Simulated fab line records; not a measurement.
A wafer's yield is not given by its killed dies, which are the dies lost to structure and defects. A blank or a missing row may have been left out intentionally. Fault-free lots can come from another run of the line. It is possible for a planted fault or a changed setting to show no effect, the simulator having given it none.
Comparing a struck lot with a sound one	flow sky130	30 steps out of a route of 708
Sound: the wafers L403.2, L403.4, L403.5. Wafers struck: L414.2, L414.4, L414.5. The cause comes at the end.
At each step with rows: each side's tool, then ch and its chambers, then its first start. Under that, the readings that differ: sound wafers	struck wafers	difference of the means	sigmas: that difference in standard deviations of wafers without a fault.
alike: same words and numbers on both sides, and readings whose means sit less than 2 such deviations apart. not compared: any withheld reading, any reading some wafer has no value for, any bound like >300 that may hide the same value, and any number with overlapping values for which the record gives no deviation.
The two part at a step that has a row with sigmas, a row that says differs or no value, or rows on one side only. Non-overlapping numbers with no deviation appear without sigmas and do not part them. A reading that every wafer of one side lacks parts them only if that side has two wafers or more.

first, 5 steps without rows for these wafers: SKY_SONOS_ONO_COAT_08 (resist thk 1140 nm); SKY_SONOS_ONO_SOFTBAKE_09 (time 60 s); SKY_SONOS_ONO_EXPOSE_10 (exposes mask ONOM, target cd 410 nm); SKY_SONOS_ONO_PEB_11; SKY_SONOS_ONO_DEVELOP_12 (develop time 60 s).
SKY_SONOS_ONO_CD_MEAS_13: target cd 410 nm.
  sound: cdSem-01 at day 13 07:30; struck: cdSem-02 at day 17 03:14
  alike: cdNm
SKY_SONOS_ONO_OVL_MEAS_14:
  sound: overlay-01 at day 13 07:36; struck: overlay-01 at day 17 03:20
  alike: SONOS_ONO_OVL
SKY_SONOS_ONO_ETCH_15: etches the open film in CHF3/O2, target depth 19.52 nm, time 7.8 s.
  sound on rieDiel-02 ch 2,3, day 13 07:38; struck on rieDiel-03 ch 0,1,3, day 17 03:22
  alike: drypumpMotorCurrentA, oesProductAu, throttleValvePct
  not compared: rfHoursCounterH
then, 1 step without rows for these wafers: SKY_SONOS_ONO_WET_ETCH_16 (etches SiO2 in dHF, target depth 14 nm, time 280 s).
SKY_SONOS_ONO_STRIP_17: strips in O2/N2.
  sound on plasmaAsher-01 ch 1, day 13 07:44; struck on plasmaAsher-03 ch 0,1, day 17 03:28
  alike: drypumpMotorCurrentA, oesProductAu, stripTimeToEndpointS
  not compared: rfHoursCounterH
then, 2 steps without rows for these wafers: SKY_SONOS_ONO_WET_ETCH_18 (etches Si3N4 in H3PO4, target depth 15 nm, time 172 s); SKY_GATE_OXIDE_CLEAN_00 (cleans in SC1/SC2, time 150 s).
SKY_GATE_OXIDE_OXIDATION_01: stabilise 600 s, purge 300 s, target thk 10.268 nm.
  sound on furnace-02 ch 0, day 13 09:36; struck on furnace-01 ch 0, day 17 06:08
SKY_GATE_OXIDE_THK_MEAS_02:
  sound: filmMetro-03 at day 13 11:02; struck: filmMetro-03 at day 17 07:33
reading	sound	struck	difference	sigmas
GATE_OXIDE_OXIDATION_00_THK (nm)	10.10 10.17 10.13	16.69 16.62 16.78	+6.56	+36
then, 7 steps without rows for these wafers: SKY_GATE_OXIDE_DEHYDRATE_03 (time 60 s); SKY_GATE_OXIDE_HMDS_04 (prime time 60 s); SKY_GATE_OXIDE_COAT_05 (resist thk 1140 nm); SKY_GATE_OXIDE_SOFTBAKE_06 (time 60 s); SKY_GATE_OXIDE_EXPOSE_07 (exposes mask LVOM, target cd 600 nm); SKY_GATE_OXIDE_PEB_08; SKY_GATE_OXIDE_DEVELOP_09 (develop time 60 s).
SKY_GATE_OXIDE_OVL_MEAS_10:
  sound: overlay-01 at day 14 12:44; struck: overlay-01 at day 18 10:35
  alike: GATE_OXIDE_OVL
then, 2 steps without rows for these wafers: SKY_GATE_OXIDE_IMPLANT_11; SKY_GATE_OXIDE_WET_ETCH_12 (etches SiO2 in dHF, target depth 16.8 nm, time 336 s).
SKY_GATE_OXIDE_STRIP_13: strips in O2/N2.
  sound on plasmaAsher-04 ch 1, day 14 13:01; struck on plasmaAsher-02 ch 0,1, day 18 10:52
reading	sound	struck	difference	sigmas
drypumpMotorCurrentA (A)	4.7 4.7 4.7	6.4 5.5 5.6	+1.1	+2
  alike: oesProductAu, stripTimeToEndpointS
  not compared: rfHoursCounterH
SKY_GATE_OXIDE_TW_MEAS_14:
  sound: filmMetro-03 at day 14 13:07; struck: filmMetro-04 at day 18 10:58
  alike: GATE_OXIDE_TW
SKY_GATE_OXIDE_CLEAN_15: cleans in SC1/SC2, time 150 s.
  sound on wetBench-03 ch 0, day 14 13:10; struck on wetBench-03 ch 0, day 18 11:01
reading	sound	struck	difference	sigmas
model.SiO2_of_GATE_OXIDE_OXIDATION_01.thkNm (nm)	9.759 9.867 9.771	16.34 16.3 16.39	+6.54	
  alike: bathGuardTempC
SKY_GATE_OXIDE_OXIDATION_16: stabilise 600 s, purge 300 s, target thk 3.57 nm.
  sound on furnace-01 ch 0, day 14 15:24; struck on furnace-01 ch 0, day 18 12:46
reading	sound	struck	difference	sigmas
model.SiO2_of_GATE_OXIDE_OXIDATION_01.thkNm (nm)	11.45 11.61 11.48	17.6 17.58 17.69	+6.1	
then, 1 step without rows for these wafers: SKY_POLY_GATE_CVD_00 (deposits poly-Si, target thk 180 nm, time 720 s).
-- record jumps: 31 days separate the struck wafers' starts on either side; left off in module POLY_GATE, taken up again in module PAD_OPEN, whose first shown step is the route's number 708 --
SKY_PAD_OPEN_PROBE_99:
  sound: prober-02 at day 46 12:00; struck: prober-02 at day 49 03:59
reading	sound	struck	difference	sigmas
model.etest.nfet_16v.rOnOhmUm	1.402e+04 1.415e+04 1.411e+04	1.725e+04 1.722e+04 1.747e+04	+3.220e+03	
model.etest.tipSonos.rsOhmSq	2642 2683 2621	5366 5246 5277	+2648	
model.etest.pfet_16v.rOnOhmUm	1.55e+04 1.523e+04 1.541e+04	1.674e+04 1.738e+04 1.751e+04	+1.830e+03	
model.etest.pfetG5v0d10v5.rOnOhmUm	4692 4755 4760	6195 6111 6250	+1450	
model.etest.nfetG5v0d10v5.rOnOhmUm	1875 1887 1892	2403 2392 2426	+522	
model.etest.tipP.rsOhmSq	6820 6873 6809	7055 7029 7046	+209	
model.etest.nfetG5v0d10v5.driveUaUm	615.7 601.7 616.3	404.9 400.4 398.8	-209.9	
model.etest.pfet_01v8.rOnOhmUm	2843 2915 2878	3024 3009 3097	+165	
  alike: killed_at_M0_to_M3, killed_at_M4_up, killedAtContacts, killedAtFrontEnd, killedAtOther, killedDies, killedOpen, killedShort

WHERE THEY PART
At SKY_GATE_OXIDE_THK_MEAS_02 first; at SKY_GATE_OXIDE_STRIP_13 last (within this record only). Later steps at which nothing parts them and some readings are alike: SKY_GATE_OXIDE_TW_MEAS_14, SKY_GATE_OXIDE_CLEAN_15, SKY_PAD_OPEN_PROBE_99.

WHY: what had been put in by the simulator
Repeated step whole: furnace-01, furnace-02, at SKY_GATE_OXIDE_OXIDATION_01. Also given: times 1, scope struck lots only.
